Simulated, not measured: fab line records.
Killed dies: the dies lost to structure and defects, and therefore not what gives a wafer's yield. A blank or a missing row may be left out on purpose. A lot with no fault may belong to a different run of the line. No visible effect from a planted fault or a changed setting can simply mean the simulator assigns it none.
Struck lot and sound lot, side by side || flow sfqLine || 14 steps out of a route of 325
Sound: the wafers L982.3, L982.4, L982.6. Wafers struck: L989.1, L989.5, L989.6. The cause comes at the end.
Order at every step that has rows: each side's tool, ch and its chambers, its first start. Under that, the readings that differ: sound wafers || struck wafers || difference of the means || sigmas: that difference in standard deviations of wafers without a fault.
alike: a reading whose means differ by less than 2 such deviations, as well as words and numbers matching on both sides. not compared: withheld readings; readings where some wafer has no value; bounds like >300 that might hide an equal value; numbers whose values overlap and for which the record gives no deviation.
A row with sigmas, a row that says differs or no value, or rows on one side alone: a step with any of these is where the two part. When numbers do not overlap yet have no deviation, they are printed without sigmas and do not part them. Lack of a reading on every wafer of one side parts them only where that side has two or more wafers.

SFQ_INCOMING_BOW_MEAS_900:
  sound on filmMetro-04, day 4 08:02; struck on filmMetro-01, day 5 19:00
  alike: INCOMING_BOW
then, 1 step without rows for these wafers: SFQ_TRILAYER_INCOMING_OXIDATION_002 (target thk 500 nm, ox time 4939 s).
SFQ_TRILAYER_L0_DEP_SPUTTER_003: material MoNx KI, target thk 40 nm, time 100 s.
  sound on pvdSputter-06, day 4 10:29; struck on pvdSputter-06, day 5 21:29
  no value came back on the struck wafers for basePressurePa (Pa), cathodeDcPowerW (W), throttleValvePct (%); on the sound wafers basePressurePa (Pa) reads 1.35e-06 1.28e-06 1.57e-06
SFQ_L0_RS_MEAS_901: measurement is done with a four-point probe.
  sound on filmMetro-03, day 4 10:36; struck on filmMetro-03, day 5 21:34
{"reading": "L0_MONX_KI_RS (ohm/sq)", "sound": "44.0 43.2 43.0", "struck": "- - -", "difference": "no value on the struck wafers", "sigmas": ""}
SFQ_L0_THK_MEAS_902: measures by xrf.
  sound on filmMetro-03, day 4 10:42; struck on filmMetro-03, day 5 21:41
{"reading": "L0_MONX_KI_THK (nm)", "sound": "38.8 40.0 39.6", "struck": "<0.0 <0.0 <0.0", "difference": "differs", "sigmas": ""}
then, 6 steps without rows for these wafers: SFQ_TRILAYER_L0_LITHO_COAT_010 (resist thk 62 nm); SFQ_TRILAYER_L0_LITHO_COAT_005 (resist thk 600 nm); SFQ_TRILAYER_L0_LITHO_SOFTBAKE_009; SFQ_TRILAYER_L0_LITHO_EXPOSE_006 (exposes mask L0, target cd 2000 nm); SFQ_TRILAYER_L0_LITHO_PEB_008 (peb time 60 s); SFQ_TRILAYER_L0_LITHO_DEVELOP_007 (time 60 s).
-- the record jumps here: 4 days lie between the struck wafers' starts before and after --
SFQ_TRILAYER_L0_BARC_OPEN_METAL_ETCH_010: etches BARC in O2, target depth 125 nm, time 41.7 s.
  sound on rieMetal-02 ch 0,1, day 8 02:34; struck on rieMetal-02 ch 0,1, day 9 19:24
  alike: drypumpMotorCurrentA, oesProductAu
  not compared: rfHoursCounterH
SFQ_TRILAYER_L0_ETCH_METAL_ETCH_008: etches MoNx KI in SF6/O2, stops on SiO2, target depth 50 nm, time 25 s.
  sound on rieMetal-02 ch 0,1, day 8 02:38; struck on rieMetal-02 ch 0,1, day 9 19:27
{"reading": "oesProductAu (a.u.)", "sound": "0.862 0.873 0.875", "struck": "0.983 0.974 0.986", "difference": "+0.111", "sigmas": "+16"}
  alike: drypumpMotorCurrentA
  not compared: rfHoursCounterH
SFQ_TRILAYER_L0_STRIP_STRIP_009: strips in O2.
  sound on rieMetal-02 ch 0,1, day 8 02:52; struck on rieMetal-02 ch 0,1, day 9 19:30
  alike: drypumpMotorCurrentA, oesProductAu
  not compared: rfHoursCounterH

WHERE THEY PART
Earliest at SFQ_TRILAYER_L0_DEP_SPUTTER_003; latest, in this record, at SFQ_TRILAYER_L0_ETCH_METAL_ETCH_008. Later steps at which nothing parts them and some readings are alike: SFQ_TRILAYER_L0_STRIP_STRIP_009.

WHY: the cause the simulator had injected
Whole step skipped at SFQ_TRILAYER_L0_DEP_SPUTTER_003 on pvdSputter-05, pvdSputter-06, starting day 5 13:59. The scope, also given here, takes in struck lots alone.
